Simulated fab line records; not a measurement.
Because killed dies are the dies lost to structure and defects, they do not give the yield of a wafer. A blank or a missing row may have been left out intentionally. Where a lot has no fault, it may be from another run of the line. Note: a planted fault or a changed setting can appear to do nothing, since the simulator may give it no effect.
Check of tool commonality :: flow gf180mcu :: 39 wafers sampled across 13 lots

## THE REASON FOR OPENING IT
At GF_POLY_GATE_CD_MEAS_10 the reading cd nm is flagged on 1 of 13 lots. Wafers without a fault read 280.5 nm, standard deviation 1.5.
Rule: a lot gets a flag if all its wafers with a number sit over 4 standard deviations from that mean, or if no wafer of it has a number. The other lots count as sound.

lot: L569
measured: day 9 17:04
on: cd sem-02
cd nm (nm), wafer by wafer: 277.6 277.5 277.1
flag: 

lot: L572
measured: day 10 09:25
on: cd sem-02
cd nm (nm), wafer by wafer: 281.6 281.6 280.2
flag: 

lot: L574
measured: day 10 23:25
on: cd sem-01
cd nm (nm), wafer by wafer: 280.1 279.7 279.4
flag: 

lot: L577
measured: day 11 23:04
on: cd sem-01
cd nm (nm), wafer by wafer: 262.2 269.6 269.9
flag: FLAGGED

lot: L578
measured: day 12 06:40
on: cd sem-02
cd nm (nm), wafer by wafer: 279.4 279.7 279.4
flag: 

lot: L582
measured: day 13 10:02
on: cd sem-02
cd nm (nm), wafer by wafer: 281.3 281.4 281.0
flag: 

lot: L585
measured: day 14 09:32
on: cd sem-01
cd nm (nm), wafer by wafer: 279.5 279.7 279.8
flag: 

lot: L586
measured: day 14 11:12
on: cd sem-01
cd nm (nm), wafer by wafer: 281.5 280.5 281.0
flag: 

lot: L587
measured: day 14 16:56
on: cd sem-02
cd nm (nm), wafer by wafer: 280.3 279.7 280.5
flag: 

lot: L588
measured: day 15 00:11
on: cd sem-01
cd nm (nm), wafer by wafer: 280.6 281.3 281.3
flag: 

lot: L589
measured: day 16 01:39
on: cd sem-01
cd nm (nm), wafer by wafer: 280.0 280.0 279.4
flag: 

lot: L590
measured: day 16 03:04
on: cd sem-01
cd nm (nm), wafer by wafer: 281.3 280.9 281.6
flag: 

lot: L591
measured: day 16 06:58
on: cd sem-01
cd nm (nm), wafer by wafer: 282.0 280.6 281.0
flag: 
The mean of the flagged lots' numbers is 267.2 nm, -13.3 nm from the usual (-9 standard deviations).

## WHICH TOOL RAN EACH LOT
The record holds 1 process step before the reading, out of a route of 602 steps. Read each cell as the tool, then ch plus the chambers that the sampled wafers visited, then the start.
lot: L569
flag: 
GF_POLY_GATE_EXPOSE_07: krf scanner-02 ch 0, day 9 08:09

lot: L572
flag: 
GF_POLY_GATE_EXPOSE_07: krf scanner-02 ch 0, day 10 00:57

lot: L574
flag: 
GF_POLY_GATE_EXPOSE_07: krf scanner-01 ch 0, day 10 14:08

lot: L577
flag: FLAGGED
GF_POLY_GATE_EXPOSE_07: krf scanner-01 ch 0, day 11 13:41

lot: L578
flag: 
GF_POLY_GATE_EXPOSE_07: krf scanner-02 ch 0, day 11 20:43

lot: L582
flag: 
GF_POLY_GATE_EXPOSE_07: krf scanner-02 ch 0, day 13 01:22

lot: L585
flag: 
GF_POLY_GATE_EXPOSE_07: krf scanner-01 ch 0, day 13 23:54

lot: L586
flag: 
GF_POLY_GATE_EXPOSE_07: krf scanner-01 ch 0, day 14 01:28

lot: L587
flag: 
GF_POLY_GATE_EXPOSE_07: krf scanner-01 ch 0, day 14 06:17

lot: L588
flag: 
GF_POLY_GATE_EXPOSE_07: krf scanner-02 ch 0, day 14 13:16

lot: L589
flag: 
GF_POLY_GATE_EXPOSE_07: krf scanner-01 ch 0, day 15 14:32

lot: L590
flag: 
GF_POLY_GATE_EXPOSE_07: krf scanner-02 ch 0, day 15 16:23

lot: L591
flag: 
GF_POLY_GATE_EXPOSE_07: krf scanner-02 ch 0, day 15 20:31
What these steps do:
- GF_POLY_GATE_EXPOSE_07: exposes mask Poly2, target cd 280 nm.
- GF_POLY_GATE_CD_MEAS_10: target cd 280 nm.

## FLAGGED AGAINST TOTAL, ONE TOOL AT A TIME (gauges that did the reading follow at the end)
step: GF_POLY_GATE_EXPOSE_07
tool: krf scanner-01
lots run: 6
flagged: 1
share of the flagged lots: all
sound lots run after its first flagged lot: 4 (L585,L586,L587,L589)

step: GF_POLY_GATE_EXPOSE_07
tool: krf scanner-02
lots run: 7
flagged: 0
share of the flagged lots: none
sound lots run after its first flagged lot: -

step: GF_POLY_GATE_CD_MEAS_10
tool: cd sem-01
lots run: 8
flagged: 1
share of the flagged lots: all
sound lots run after its first flagged lot: 6 (L585,L586,L588,L589,L590,L591)

step: GF_POLY_GATE_CD_MEAS_10
tool: cd sem-02
lots run: 5
flagged: 0
share of the flagged lots: none
sound lots run after its first flagged lot: -

## WHAT THE TABLE ALLOWS
In 2 table rows, all flagged lots were run: krf scanner-01 (GF_POLY_GATE_EXPOSE_07), cd sem-01 (GF_POLY_GATE_CD_MEAS_10).
- krf scanner-01 at GF_POLY_GATE_EXPOSE_07 ran 6 lots, 1 of them flagged. After the first flagged lot (L585, L586, L587, L589), sound lots still ran on it; a lasting fault on the whole tool would not permit that. Its own readings lie more than 4 standard deviations out on every wafer of the flagged lots: exposure dose mJ cm2.
- cd sem-01 at GF_POLY_GATE_CD_MEAS_10 ran 8 lots, 1 of them flagged. After the first flagged lot (L585, L586, L588, L589, L590, L591), sound lots still ran on it; a lasting fault on the whole tool would not permit that.
Every row of the table either missed a flagged lot or ran a sound lot after the first.

## WHAT HAD BEEN PUT IN BY THE SIMULATOR
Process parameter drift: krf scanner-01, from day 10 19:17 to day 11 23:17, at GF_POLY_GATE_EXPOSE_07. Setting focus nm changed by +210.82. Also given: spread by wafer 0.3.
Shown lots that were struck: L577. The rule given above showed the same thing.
